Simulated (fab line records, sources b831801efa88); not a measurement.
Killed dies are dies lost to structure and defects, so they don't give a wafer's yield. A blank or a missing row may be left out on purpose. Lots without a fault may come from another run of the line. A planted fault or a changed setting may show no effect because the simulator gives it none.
Problem report in the 8D (eight disciplines) form, filled by code | flow sky130 | the parts of the form that need people (team, actions taken, sign-off) are left out

1. THE PROBLEM
CONTACT_W_RS at SKY_CONTACT_RS_MEAS_25 reads a mean of 0.237 ohm/sq on 6 wafers of 2 lots; wafers without a fault read 0.340 ohm/sq with a standard deviation of 0.0033. That is -31 standard deviations from the usual mean.
The step: measures by four-point-probe.
First seen on wafer L643.4, day 34 23:11, on film_metro-01. The record holds 36 wafers of 12 lots with a number at this step. Rule for "out", or "out of limits": more than 4 standard deviations from the usual mean. The other wafers with a number count as sound.

2. WHAT IT IS AND WHAT IT IS NOT
question                    | is                     | is not
which readings at this step | CONTACT_W_RS           | -
which lots                  | L643, L644             | L633, L637, L640, L641, L642, L652, L653, L654, L655, L656
which wafers of those lots  | all that have a number | -
read on which gauges        | film_metro-01          | film_metro-02, film_metro-03
when                        | from day 34 23:11      | up to then (15 sound wafers); but 15 sound wafers of L652, L653, L654, L655, L656 came after

3. SUSPECTS, AND WHAT RULES EACH OUT
Counting: a tool at a process step up to the reading stays a suspect if it ran every lot that is out and no sound lot after the first of them.
- the gauge at SKY_CONTACT_RS_MEAS_25: ruled out. All the wafers that are out were read on film_metro-01, but those of them that SKY_CONTACT_CMP_27 has rows for are out there too, on other tools.
- cvd_w-02 at SKY_CONTACT_CVD_24 (deposits W, target thk 340 nm, time 102.12 s): ruled out as a lasting fault. Sound lots L653, L654, L656 ran on it after its first lot that is out, L643 (day 34 23:03).
Left after counting: nothing in the record.

4. THE CAUSE (what the simulator had put in)
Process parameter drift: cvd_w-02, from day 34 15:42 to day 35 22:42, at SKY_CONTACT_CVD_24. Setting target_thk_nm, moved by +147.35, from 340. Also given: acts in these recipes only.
Counting ruled it out, wrongly: the rule takes a fault to strike every lot that its tool runs from its start on, and this one did not.

5. THE CHAIN OF EFFECTS, in route order
Each row: a reading whose mean over the struck wafers that have a number lies more than 3 standard deviations from the usual. Only readings for which the record gives a usual standard deviation are gone through. hours: the time from each lot's start at the first step in this table that gives one to its start at this step, as a median over the lots. sigmas: the change in usual standard deviations.
hours | step                    | reading            | usual        | on struck wafers | change | sigmas
0     | SKY_CONTACT_RS_MEAS_25  | CONTACT_W_RS       | 0.340 ohm/sq | 0.237            | -0.103 | -31
0     | SKY_CONTACT_THK_MEAS_26 | CONTACT_W_THK      | 346 nm       | 502              | +156   | +35
0     | SKY_CONTACT_CMP_27      | time_to_endpoint_s | 82 s         | 119              | +37    | +11
The process steps in it:
- SKY_CONTACT_CMP_27: polishes, stops on SiO2, t overpolish 15 s, target thk 0 nm.

6. WHAT WOULD HAVE CAUGHT IT SOONER
In this record the first reading out of limits at a measuring or inspecting step was taken at day 34 23:11, 7 hours after the fault began at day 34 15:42.
Of the tool readings at SKY_CONTACT_CVD_24 for which the record gives a usual standard deviation, none was out on any struck wafer, so an alarm limit of 4 standard deviations on them would not have fired.
